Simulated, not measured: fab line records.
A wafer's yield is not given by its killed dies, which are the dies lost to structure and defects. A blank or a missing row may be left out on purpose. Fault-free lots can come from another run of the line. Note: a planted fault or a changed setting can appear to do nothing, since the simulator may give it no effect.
A struck lot beside a sound one	flow sky130	22 steps out of a route of 708
Sound: wafers L709.1, L709.5, L709.6. Struck: wafer L716.4. (L716.1, L716.2 of the same lot were not struck and are left out.) The cause comes at the end.
At each step with rows: each side's tool, then ch and its chambers, then its first start. Under that, the readings that differ: sound wafers	struck wafers	difference of the means	sigmas: that difference in standard deviations of wafers without a fault.
alike: words and numbers the same on both sides, and readings whose means are apart by under 2 such deviations; not compared: readings that were withheld, readings missing a value for some wafer, numbers with overlapping values and no deviation given by the record, and bounds like >300 which may hide the same value.
A row with sigmas, a row that says differs or no value, or rows on one side alone: a step with any of these is where the two part. Numbers that don't overlap but have no deviation are shown without sigmas and don't part them. Lack of a reading on every wafer of one side parts them only where that side has two or more wafers.

SKY_SONOS_ONO_CD_MEAS_13 targets a cd of 410 nm.
  sound on cdSem-02 at day 14 18:08; struck on cdSem-01 at day 17 09:40
  alike: cdNm
SKY_SONOS_ONO_OVL_MEAS_14:
  sound on overlay-02 at day 14 18:15; struck on overlay-01 at day 17 09:47
  alike: SONOS_ONO_OVL
SKY_SONOS_ONO_ETCH_15: etches the open film in CHF3/O2, target depth 19.52 nm, time 7.8 s.
  sound on rieDiel-04 ch 0,1, day 14 18:17; struck on rieDiel-03 ch 2, day 17 09:49
  alike: drypumpMotorCurrentA, oesProductAu, throttleValvePct
  not compared: rfHoursCounterH
then, 1 step without rows for these wafers: SKY_SONOS_ONO_WET_ETCH_16 (etches SiO2 in dHF, target depth 14 nm, time 280 s).
SKY_SONOS_ONO_STRIP_17: strips in O2/N2.
  sound on plasmaAsher-03 ch 0,1, day 14 18:24; struck on plasmaAsher-03 ch 1, day 17 09:55
  alike: drypumpMotorCurrentA, oesProductAu, stripTimeToEndpointS
  not compared: rfHoursCounterH
then, 3 steps without rows for these wafers: SKY_SONOS_ONO_WET_ETCH_18 (etches Si3N4 in H3PO4, target depth 15 nm, time 172 s); SKY_GATE_OXIDE_CLEAN_00 (cleans in SC1/SC2, time 150 s); SKY_GATE_OXIDE_OXIDATION_01 (stabilise 600 s, purge 300 s, target thk 10.268 nm).
SKY_GATE_OXIDE_THK_MEAS_02:
  sound on filmMetro-04 at day 14 20:01; struck on filmMetro-01 at day 17 11:32
  alike: GATE_OXIDE_OXIDATION_00_THK
then, 3 steps without rows for these wafers: SKY_GATE_OXIDE_DEHYDRATE_03 (time 60 s); SKY_GATE_OXIDE_HMDS_04 (prime time 60 s); SKY_GATE_OXIDE_COAT_05 (resist thk 1140 nm).
SKY_GATE_OXIDE_SOFTBAKE_06: time 60 s.
  sound on lithoTrack-01 ch 0, day 15 10:14; struck on lithoTrack-03 ch 0, day 18 02:08
reading	sound	struck	difference	sigmas
heaterPowerTotalW (W)	56.59 56.59 56.56	66.90	+10.32	+99 or more
runLengthS (s)	89.44 89.24 89.34	64.58	-24.76	-99 or more
then, 2 steps without rows for these wafers: SKY_GATE_OXIDE_EXPOSE_07 (exposes mask LVOM, target cd 600 nm); SKY_GATE_OXIDE_PEB_08.
SKY_GATE_OXIDE_DEVELOP_09: develop time 60 s.
  sound on lithoTrack-01 ch 0, day 15 23:53; struck on lithoTrack-01 ch 0, day 18 18:08
reading	sound	struck	difference	sigmas
developerTempC (C)	23.14 23.29 23.28	22.96	-0.28	-3
model.NOVOLAK_of_GATE_OXIDE_COAT_05.thkNm (nm)	1139 1145 1137	1157	+17	
SKY_GATE_OXIDE_OVL_MEAS_10:
  sound on overlay-01 at day 16 00:02; struck on overlay-01 at day 18 18:17
  alike: GATE_OXIDE_OVL
then, 2 steps without rows for these wafers: SKY_GATE_OXIDE_IMPLANT_11; SKY_GATE_OXIDE_WET_ETCH_12 (etches SiO2 in dHF, target depth 16.8 nm, time 336 s).
SKY_GATE_OXIDE_STRIP_13: strips in O2/N2.
  sound on plasmaAsher-03 ch 0,1, day 16 00:20; struck on plasmaAsher-04 ch 0, day 18 18:39
reading	sound	struck	difference	sigmas
stripTimeToEndpointS (s)	14.16 14.24 14.14	14.36	+0.18	+5
  alike: drypumpMotorCurrentA, oesProductAu
  not compared: rfHoursCounterH
SKY_GATE_OXIDE_TW_MEAS_14:
  sound on filmMetro-03 at day 16 00:26; struck on filmMetro-01 at day 18 18:45
  alike: GATE_OXIDE_TW
-- the record jumps here: 30 days lie between the struck wafers' starts before and after (it left off in module GATE_OXIDE and takes up again in module PAD_OPEN, whose first step shown is number 708 of the route) --
SKY_PAD_OPEN_PROBE_99:
  only the struck wafers here have rows in the record (prober-01, day 49 04:59); the sound ones have none

== WHERE THEY PART ==
Last at SKY_PAD_OPEN_PROBE_99 as far as this record goes, first at SKY_GATE_OXIDE_SOFTBAKE_06.

WHY: what the simulator had put in
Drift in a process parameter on lithoTrack-03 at SKY_GATE_OXIDE_SOFTBAKE_06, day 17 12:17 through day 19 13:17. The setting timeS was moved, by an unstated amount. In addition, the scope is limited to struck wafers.
